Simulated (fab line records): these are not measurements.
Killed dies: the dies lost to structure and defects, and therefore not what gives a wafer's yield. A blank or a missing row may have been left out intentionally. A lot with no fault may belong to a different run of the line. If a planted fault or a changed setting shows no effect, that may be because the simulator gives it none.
Chamber matching || flow sfqLine || SFQ_TRILAYER_I3_DEP_PECVD_081 on pecvd-03 has 3 sister chambers
The step deposits SiO2 from SiH4/N2O, time 111.11 s, target thk 500 nm. 16 wafers are shown with their chamber, then 8 later ones without.

== WAFERS WITH THEIR CHAMBER ==
{"wafer": "L305.2", "chamber": 2, "throttleValvePct (%)": 23.7, "heaterPowerW (W)": 85}
{"wafer": "L305.3", "chamber": 0, "throttleValvePct (%)": 23.9, "heaterPowerW (W)": 61}
{"wafer": "L305.4", "chamber": 0, "throttleValvePct (%)": 24.1, "heaterPowerW (W)": 63}
{"wafer": "L307.1", "chamber": 1, "throttleValvePct (%)": 24.7, "heaterPowerW (W)": 92}
{"wafer": "L307.3", "chamber": 0, "throttleValvePct (%)": 23.7, "heaterPowerW (W)": 67}
{"wafer": "L307.4", "chamber": 1, "throttleValvePct (%)": 24.5, "heaterPowerW (W)": 78}
{"wafer": "L309.3", "chamber": 2, "throttleValvePct (%)": 23.7, "heaterPowerW (W)": 83}
{"wafer": "L309.4", "chamber": 0, "throttleValvePct (%)": 23.9, "heaterPowerW (W)": 69}
{"wafer": "L309.6", "chamber": 1, "throttleValvePct (%)": 24.5, "heaterPowerW (W)": 84}
{"wafer": "L314.1", "chamber": 2, "throttleValvePct (%)": 23.8, "heaterPowerW (W)": 96}
{"wafer": "L314.3", "chamber": 1, "throttleValvePct (%)": 24.8, "heaterPowerW (W)": 85}
{"wafer": "L314.4", "chamber": 2, "throttleValvePct (%)": 23.7, "heaterPowerW (W)": 77}
{"wafer": "L315.1", "chamber": 1, "throttleValvePct (%)": 24.4, "heaterPowerW (W)": 87}
{"wafer": "L315.4", "chamber": 1, "throttleValvePct (%)": 24.7, "heaterPowerW (W)": 87}
{"wafer": "L315.6", "chamber": 0, "throttleValvePct (%)": 24.2, "heaterPowerW (W)": 66}
{"wafer": "L322.1", "chamber": 1, "throttleValvePct (%)": 24.7, "heaterPowerW (W)": 93}

SIGNATURES (means of the wafers above)
{"reading": "throttleValvePct", "chamber 0": 23.960, "chamber 1": 24.614, "chamber 2": 23.725, "scatter within a chamber": 0.149}
{"reading": "heaterPowerW", "chamber 0": 65.20, "chamber 1": 86.57, "chamber 2": 85.25, "scatter within a chamber": 5.43}
Rule: for a wafer and a chamber, the distance is found by dividing, reading by reading, the gap between the wafer's reading and the chamber's mean by the reading's scatter, squaring, summing and taking the root. The wafer belongs to the nearest chamber; if the next one is less than 2 further off, it can't be placed. The scatter: take each reading less its chamber's mean, square it, sum over the shown wafers, divide by the number of wafers less the number of chambers, and take the root.

== WAFERS WHOSE CHAMBER IS MISSING ==
{"wafer": "L322.3", "throttleValvePct (%)": 24.1, "heaterPowerW (W)": 89}
{"wafer": "L322.6", "throttleValvePct (%)": 24.7, "heaterPowerW (W)": 93}
{"wafer": "L324.2", "throttleValvePct (%)": 24.6, "heaterPowerW (W)": 78}
{"wafer": "L324.4", "throttleValvePct (%)": 24.3, "heaterPowerW (W)": 55}
{"wafer": "L324.6", "throttleValvePct (%)": 24.7, "heaterPowerW (W)": 83}
{"wafer": "L326.2", "throttleValvePct (%)": 24.7, "heaterPowerW (W)": 91}
{"wafer": "L326.5", "throttleValvePct (%)": 24.2, "heaterPowerW (W)": 69}
{"wafer": "L326.6", "throttleValvePct (%)": 24.2, "heaterPowerW (W)": 93}

== WHICH CHAMBER EACH WENT THROUGH ==
{"wafer": "L322.3", "from the rows above": "can't be placed: 2 or 1 or 0", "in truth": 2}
{"wafer": "L322.6", "from the rows above": 1, "in truth": 1}
{"wafer": "L324.2", "from the rows above": 1, "in truth": 1}
{"wafer": "L324.4", "from the rows above": 0, "in truth": 0}
{"wafer": "L324.6", "from the rows above": 1, "in truth": 1}
{"wafer": "L326.2", "from the rows above": 1, "in truth": 1}
{"wafer": "L326.5", "from the rows above": 0, "in truth": 0}
{"wafer": "L326.6", "from the rows above": "can't be placed: 1 or 2", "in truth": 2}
Correct placement for 6 of the 8. Cannot be placed on the basis of these rows: 2; the candidates contain the true chamber in 2. Placed wrongly: 0.
